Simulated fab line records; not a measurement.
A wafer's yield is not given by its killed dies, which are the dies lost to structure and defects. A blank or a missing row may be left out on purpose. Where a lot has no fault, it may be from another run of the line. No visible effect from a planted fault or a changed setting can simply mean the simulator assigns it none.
What tool caused it? | flow gf180mcu | 24 lots with 72 wafers sampled at 6 steps, on a route of 602 steps

== WHAT THE GAUGES READ, wafer by wafer ==
GF_VT_IMPLANT_OVL_MEAS_29. Usual: for VT_IMPLANT_02_OVL the level is 0.1 nm and the standard deviation is 1.1.
lot  | measured     | on         | VT_IMPLANT_02_OVL (nm) | flag
L074 | day 6 23:59  | overlay-01 | 0.2 -0.3 0.0           |
L075 | day 7 03:56  | overlay-02 | 0.1 1.2 2.3            |
L076 | day 7 10:10  | overlay-01 | 0.5 1.3 1.0            |
L077 | day 7 15:08  | overlay-01 | 0.2 -0.9 -0.1          |
L078 | day 7 19:26  | overlay-02 | 0.5 0.1 0.1            |
L079 | day 8 01:39  | overlay-01 | -0.9 0.4 -0.3          |
L080 | day 8 08:47  | overlay-02 | -0.7 0.8 -0.4          |
L081 | day 8 16:38  | overlay-02 | -0.3 -1.7 0.5          |
L082 | day 8 21:05  | overlay-02 | -0.5 -1.1 -0.3         |
L083 | day 9 05:32  | overlay-02 | 2.3 1.0 0.9            |
L084 | day 9 11:50  | overlay-02 | -0.1 1.3 1.9           |
L085 | day 9 17:23  | overlay-01 | 1.0 0.7 1.8            |
L086 | day 9 23:16  | overlay-01 | -1.0 -0.8 -0.1         |
L087 | day 10 04:38 | overlay-02 | -0.2 0.8 -0.1          |
L088 | day 10 18:16 | overlay-01 | -1.0 -1.7 0.0          |
L089 | day 11 05:22 | overlay-02 | -0.6 -0.9 -0.5         |
L090 | day 11 06:42 | overlay-01 | -1.6 -1.1 -0.5         |
L091 | day 11 21:11 | overlay-01 | 2.5 1.1 0.4            |
L092 | day 11 22:05 | overlay-01 | -0.2 1.1 1.2           |
L093 | day 12 12:20 | overlay-01 | 1.0 -0.5 0.0           |
L095 | day 12 15:46 | overlay-01 | 0.2 0.2 -0.1           |
L094 | day 12 16:35 | overlay-01 | -1.1 -0.5 0.3          |
L096 | day 12 21:39 | overlay-01 | -0.2 -2.0 -0.3         |
L097 | day 13 08:37 | overlay-02 | -0.7 0.2 0.4           |

GF_PSD_OVL_MEAS_08. Usual: for PSD_OVL the level is -0.5 nm and the standard deviation is 1.1.
lot  | measured     | on         | PSD_OVL (nm)   | flag
L074 | day 14 05:46 | overlay-01 | -0.2 1.7 0.4   |
L075 | day 14 12:28 | overlay-02 | 1.1 1.5 1.4    |
L076 | day 14 21:06 | overlay-02 | -1.6 -2.0 -2.5 |
L077 | day 15 00:31 | overlay-02 | -2.3 -1.1 -1.6 |
L078 | day 15 10:02 | overlay-02 | 0.2 0.4 -0.5   |
L079 | day 15 17:01 | overlay-01 | -0.2 -1.2 -1.3 |
L080 | day 15 23:46 | overlay-02 | -1.6 -1.3 -0.2 |
L081 | day 16 12:57 | overlay-01 | -1.7 -0.4 0.1  |
L082 | day 16 20:17 | overlay-01 | 0.0 0.5 -0.4   |
L083 | day 17 04:42 | overlay-02 | -1.9 0.6 -0.2  |
L084 | day 17 13:19 | overlay-01 | 1.6 0.8 2.6    |
L085 | day 18 00:33 | overlay-02 | -1.6 -1.5 -1.2 |
L086 | day 18 06:45 | overlay-02 | -1.0 -0.5 0.2  |
L087 | day 18 10:54 | overlay-02 | -0.6 -0.9 0.7  |
L088 | day 19 05:03 | overlay-01 | -2.1 -3.1 -0.9 |
L089 | day 19 18:47 | overlay-01 | -0.8 -2.3 -1.8 |
L090 | day 19 22:07 | overlay-01 | -0.1 0.7 0.6   |
L091 | day 20 16:57 | overlay-01 | 0.4 0.4 1.1    |
L092 | day 20 22:22 | overlay-01 | -0.4 -0.2 -1.3 |
L093 | day 21 10:15 | overlay-01 | -0.8 -1.2 -0.8 |
L095 | day 21 13:00 | overlay-01 | -1.5 -3.1 -1.5 |
L094 | day 21 13:35 | overlay-01 | 0.9 -0.6 -1.3  |
L096 | day 21 22:34 | overlay-02 | 0.8 0.9 0.3    |
L097 | day 22 08:53 | overlay-02 | 0.3 -1.2 -1.9  |

GF_M3_THK_MEAS_06: measures by xrf. Usual: for M3_ALCU_THK the level is 441 nm and the standard deviation is 5.8.
lot  | measured     | on            | M3_ALCU_THK (nm) | flag
L074 | day 20 09:57 | film-metro-04 | 434 428 433      |
L075 | day 20 16:54 | film-metro-04 | 437 442 439      |
L076 | day 21 02:35 | film-metro-04 | 439 443 438      |
L077 | day 21 06:05 | film-metro-04 | 439 440 435      |
L078 | day 21 15:13 | film-metro-03 | 443 450 451      |
L079 | day 22 02:38 | film-metro-04 | 440 444 437      |
L080 | day 22 08:34 | film-metro-03 | 442 437 444      |
L081 | day 22 20:07 | film-metro-02 | 451 438 440      |
L082 | day 23 03:53 | film-metro-04 | 442 436 442      |
L083 | day 23 12:43 | film-metro-04 | 454 442 442      |
L084 | day 23 20:00 | film-metro-02 | 431 439 436      |
L085 | day 24 06:20 | film-metro-03 | 433 438 431      |
L086 | day 24 13:44 | film-metro-02 | 448 451 448      |
L087 | day 24 17:58 | film-metro-03 | 433 432 433      |
L088 | day 25 10:27 | film-metro-03 | 430 434 441      |
L089 | day 25 21:16 | film-metro-04 | 444 450 440      |
L090 | day 26 01:50 | film-metro-02 | 449 446 447      |
L091 | day 26 16:52 | film-metro-04 | 446 441 438      |
L092 | day 26 23:26 | film-metro-04 | 438 442 442      |
L093 | day 27 07:59 | film-metro-02 | 444 441 442      |
L095 | day 27 10:43 | film-metro-04 | 442 445 440      |
L094 | day 27 11:06 | film-metro-03 | 436 442 447      |
L096 | day 27 20:56 | film-metro-04 | 436 437 437      |
L097 | day 28 04:25 | film-metro-02 | 437 442 445      |

== WHAT TOOL EACH LOT RAN ON (gives the tool, then ch and the chambers of the sampled wafers, and finally the start) ==
lot  | GF_VT_IMPLANT_STRIP_20               | GF_V2_ETCH_17                                 | GF_M3_SPUTTER_00
L074 | plasma-asher-02 ch 0,1, day 6 09:07  | rie-diel-04 ch 0,2,3, day 20 09:36 or earlier | pvd-sputter-01, day 20 09:36
L075 | plasma-asher-04 ch 0,1, day 6 13:13  | rie-diel-04 ch 0,2,3, day 20 16:34 or earlier | pvd-sputter-03, day 20 16:34
L076 | plasma-asher-04 ch 0, day 6 18:31    | rie-diel-03 ch 0,2, day 21 02:14 or earlier   | pvd-sputter-01, day 21 02:14
L077 | plasma-asher-03 ch 0,1, day 7 00:04  | rie-diel-01 ch 0,1, day 21 05:44 or earlier   | pvd-sputter-04, day 21 05:44
L078 | plasma-asher-03 ch 0,1, day 7 04:01  | rie-diel-01 ch 0,1,3, day 21 14:53 or earlier | pvd-sputter-04, day 21 14:53
L079 | plasma-asher-04 ch 0,1, day 7 09:34  | rie-diel-01 ch 0,2, day 22 02:17 or earlier   | pvd-sputter-01, day 22 02:17
L080 | plasma-asher-03 ch 0,1, day 7 16:46  | rie-diel-03 ch 1,2, day 22 08:13 or earlier   | pvd-sputter-03, day 22 08:13
L081 | plasma-asher-02 ch 0,1, day 8 00:40  | rie-diel-04 ch 0,1, day 22 19:47 or earlier   | pvd-sputter-04, day 22 19:47
L082 | plasma-asher-04 ch 0,1, day 8 05:10  | rie-diel-04 ch 0,2,3, day 23 03:32 or earlier | pvd-sputter-01, day 23 03:32
L083 | plasma-asher-03 ch 1, day 8 13:07    | rie-diel-01 ch 0,1,3, day 23 12:23 or earlier | pvd-sputter-04, day 23 12:23
L084 | plasma-asher-04 ch 0,1, day 8 19:10  | rie-diel-03 ch 0,1,2, day 23 19:39 or earlier | pvd-sputter-03, day 23 19:39
L085 | plasma-asher-03 ch 0,1, day 9 00:04  | rie-diel-03 ch 1,2,3, day 24 06:00 or earlier | pvd-sputter-01, day 24 06:00
L086 | plasma-asher-02 ch 0,1, day 9 05:52  | rie-diel-03 ch 0,2,3, day 24 13:23 or earlier | pvd-sputter-03, day 24 13:23
L087 | plasma-asher-03 ch 0,1, day 9 11:43  | rie-diel-01 ch 0,2,3, day 24 17:37 or earlier | pvd-sputter-01, day 24 17:37
L088 | plasma-asher-04 ch 0,1, day 10 00:52 | rie-diel-03 ch 0,1,2, day 25 10:07 or earlier | pvd-sputter-04, day 25 10:07
L089 | plasma-asher-02 ch 0,1, day 10 11:37 | rie-diel-04 ch 1,3, day 25 20:55 or earlier   | pvd-sputter-03, day 25 20:55
L090 | plasma-asher-03 ch 0,1, day 10 12:34 | rie-diel-03 ch 0,1,3, day 26 01:29 or earlier | pvd-sputter-03, day 26 01:29
L091 | plasma-asher-04 ch 0,1, day 11 03:23 | rie-diel-04 ch 0,2,3, day 26 16:31 or earlier | pvd-sputter-03, day 26 16:31
L092 | plasma-asher-02 ch 0,1, day 11 03:43 | rie-diel-03 ch 1,2,3, day 26 23:04 or earlier | pvd-sputter-01, day 26 23:04
L093 | plasma-asher-04 ch 0,1, day 11 17:25 | rie-diel-01 ch 1,2, day 27 07:39 or earlier   | pvd-sputter-01, day 27 07:39
L095 | plasma-asher-03 ch 0,1, day 11 20:34 | rie-diel-04 ch 1,2, day 27 10:22 or earlier   | pvd-sputter-01, day 27 10:22
L094 | plasma-asher-03 ch 0,1, day 11 21:28 | rie-diel-03 ch 0,1,2, day 27 10:46 or earlier | pvd-sputter-04, day 27 10:46
L096 | plasma-asher-03 ch 0,1, day 12 02:28 | rie-diel-03 ch 0,1,3, day 27 20:34 or earlier | pvd-sputter-03, day 27 20:34
L097 | plasma-asher-03 ch 0,1, day 12 13:00 | rie-diel-03 ch 1,2,3, day 28 04:04 or earlier | pvd-sputter-03, day 28 04:04
- GF_VT_IMPLANT_STRIP_20: strips in O2/N2.
- GF_V2_ETCH_17: etches SiO2 in C4F8/O2/Ar, stops on TiN, target depth 630 nm.
- GF_M3_SPUTTER_00: material Ti, target thk 37.5 nm, time 150 s.

== AS READ BY THE TOOLS THEMSELVES (means over the sampled wafers that have a number; for cases with no such wafer, the mark the record gives instead) ==
GF_VT_IMPLANT_STRIP_20. Usual: chamber-pressure-mTorr 1500.0 mTorr, standard deviation 1.5; drypump-motor-current-A 5.84 A, standard deviation 0.15; heater-power-w 352 W, standard deviation 29; oes-product-au 0.716 a.u., standard deviation 0.0045; platen-temp-c 249.98 C, standard deviation 0.18; strip-time-to-endpoint-s 12.62 s, standard deviation 0.04.
lot  | tool            | chamber-pressure-mTorr (mTorr) | drypump-motor-current-A (A) | heater-power-w (W) | oes-product-au (a.u.) | platen-temp-c (C) | strip-time-to-endpoint-s (s) | flag
L074 | plasma-asher-02 | 1499.7                         | 5.65                        | 319                | 0.716                 | 250.14            | 12.65                        |
L075 | plasma-asher-04 | 1500.2                         | 6.02                        | 346                | 0.717                 | 250.02            | 12.60                        |
L076 | plasma-asher-04 | 1499.4                         | 5.90                        | 324                | 0.713                 | 249.69            | 12.64                        |
L077 | plasma-asher-03 | 1500.8                         | 5.77                        | 377                | 0.718                 | 249.94            | 12.56                        |
L078 | plasma-asher-03 | 1500.9                         | 5.76                        | 375                | 0.714                 | 249.83            | 12.65                        |
L079 | plasma-asher-04 | 1499.5                         | 5.97                        | 337                | 0.716                 | 249.94            | 12.61                        |
L080 | plasma-asher-03 | 1501.0                         | 5.84                        | 383                | 0.718                 | 249.86            | 12.61                        |
L081 | plasma-asher-02 | 1499.9                         | 5.74                        | 313                | 0.716                 | 249.85            | 12.68                        |
L082 | plasma-asher-04 | 1500.5                         | 6.01                        | 340                | 0.716                 | 249.98            | 12.62                        |
L083 | plasma-asher-03 | 1499.3                         | 5.91                        | 383                | 0.715                 | 249.97            | 12.67                        |
L084 | plasma-asher-04 | 1499.5                         | 6.01                        | 343                | 0.719                 | 250.01            | 12.69                        |
L085 | plasma-asher-03 | 1499.7                         | 5.76                        | 378                | 0.715                 | 249.68            | 12.59                        |
L086 | plasma-asher-02 | 1500.7                         | 5.75                        | 303                | 0.717                 | 250.00            | 12.65                        |
L087 | plasma-asher-03 | 1500.9                         | 5.77                        | 380                | 0.715                 | 249.99            | 12.64                        |
L088 | plasma-asher-04 | 1499.0                         | 6.02                        | 350                | 0.719                 | 250.06            | 12.64                        |
L089 | plasma-asher-02 | 1499.9                         | 5.65                        | 320                | 0.720                 | 250.02            | 12.56                        |
L090 | plasma-asher-03 | 1501.0                         | 5.77                        | 378                | 0.719                 | 250.02            | 12.58                        |
L091 | plasma-asher-04 | 1500.6                         | 5.96                        | 337                | 0.721                 | 250.04            | 12.62                        |
L092 | plasma-asher-02 | 1498.2                         | 5.65                        | 321                | 0.714                 | 250.00            | 12.60                        |
L093 | plasma-asher-04 | 1502.1                         | 5.94                        | 335                | 0.715                 | 249.95            | 12.57                        |
L095 | plasma-asher-03 | 1499.7                         | 5.77                        | 376                | 0.724                 | 250.27            | 12.66                        |
L094 | plasma-asher-03 | 1499.5                         | 5.83                        | 383                | 0.718                 | 249.98            | 12.64                        |
L096 | plasma-asher-03 | 1499.0                         | 5.85                        | 385                | 0.711                 | 250.08            | 12.65                        |
L097 | plasma-asher-03 | 1499.8                         | 5.83                        | 376                | 0.717                 | 250.07            | 12.61                        |

GF_V2_ETCH_17. Usual: bias-w 1200 W, standard deviation 3.6; chamber-pressure-mTorr 40.00 mTorr, standard deviation 0.036; oes-product-au 0.856 a.u., standard deviation 0.0047.
lot  | tool        | bias-w (W) | chamber-pressure-mTorr (mTorr) | oes-product-au (a.u.) | flag
L074 | rie-diel-04 | 1198       | 40.02                          | 0.861                 |
L075 | rie-diel-04 | 1204       | 40.01                          | 0.856                 |
L076 | rie-diel-03 | 1201       | 40.01                          | 0.855                 |
L077 | rie-diel-01 | 1201       | 40.01                          | 0.855                 |
L078 | rie-diel-01 | 1205       | 40.02                          | 0.852                 |
L079 | rie-diel-01 | 1200       | 39.97                          | 0.856                 |
L080 | rie-diel-03 | 1200       | 39.99                          | 0.855                 |
L081 | rie-diel-04 | 1206       | 40.01                          | 0.853                 |
L082 | rie-diel-04 | 1199       | 40.01                          | 0.858                 |
L083 | rie-diel-01 | 1201       | 39.99                          | 0.853                 |
L084 | rie-diel-03 | 1201       | 40.01                          | 0.857                 |
L085 | rie-diel-03 | 1200       | 40.00                          | 0.853                 |
L086 | rie-diel-03 | 1202       | 39.99                          | 0.861                 |
L087 | rie-diel-01 | 1198       | 39.97                          | 0.851                 |
L088 | rie-diel-03 | 1196       | 40.00                          | 0.857                 |
L089 | rie-diel-04 | 1202       | 40.01                          | 0.851                 |
L090 | rie-diel-03 | 1201       | 40.03                          | 0.856                 |
L091 | rie-diel-04 | 1199       | 40.01                          | 0.860                 |
L092 | rie-diel-03 | 1198       | 39.99                          | 0.856                 |
L093 | rie-diel-01 | 1202       | 39.96                          | 0.854                 |
L095 | rie-diel-04 | 1198       | 40.05                          | 0.855                 |
L094 | rie-diel-03 | 1204       | 39.99                          | 0.854                 |
L096 | rie-diel-03 | 1199       | 39.98                          | 0.852                 |
L097 | rie-diel-03 | 1198       | 40.00                          | 0.858                 |

GF_M3_SPUTTER_00. Usual: throttle-valve-pct reads 30.1 % (standard deviation 0.9).
lot  | tool           | throttle-valve-pct (%) | flag
L074 | pvd-sputter-01 | 30.7                   |
L075 | pvd-sputter-03 | 29.9                   |
L076 | pvd-sputter-01 | 30.6                   |
L077 | pvd-sputter-04 | 31.4                   |
L078 | pvd-sputter-04 | 30.2                   |
L079 | pvd-sputter-01 | 30.3                   |
L080 | pvd-sputter-03 | 29.8                   |
L081 | pvd-sputter-04 | 30.0                   |
L082 | pvd-sputter-01 | 30.4                   |
L083 | pvd-sputter-04 | 30.1                   |
L084 | pvd-sputter-03 | 29.4                   |
L085 | pvd-sputter-01 | 30.3                   |
L086 | pvd-sputter-03 | 29.5                   |
L087 | pvd-sputter-01 | 30.1                   |
L088 | pvd-sputter-04 | 30.3                   |
L089 | pvd-sputter-03 | 29.7                   |
L090 | pvd-sputter-03 | 30.0                   |
L091 | pvd-sputter-03 | 28.9                   |
L092 | pvd-sputter-01 | 30.1                   |
L093 | pvd-sputter-01 | 30.5                   |
L095 | pvd-sputter-01 | 30.5                   |
L094 | pvd-sputter-04 | 30.0                   |
L096 | pvd-sputter-03 | 28.7                   |
L097 | pvd-sputter-03 | 29.8                   |

== THE ANSWER, worked out from the rows above alone ==
Rule: lot off if the mean of its wafers having a number is beyond 3 standard deviations from the usual mean. Also off: a lot with no number at a reading for which 4 or more lots have one. All remaining lots with rows at the step are treated as sound. The gauges are gone through in route order, then the tools' own readings, and for those a lot's mean is taken as printed above. At the first step where some lot is off, the reading lying furthest off is the one used; lots without a number count as furthest.
No lot is off on any of the readings shown, so nothing can be concluded from this.

== WHAT HAD BEEN PUT IN BY THE SIMULATOR ==
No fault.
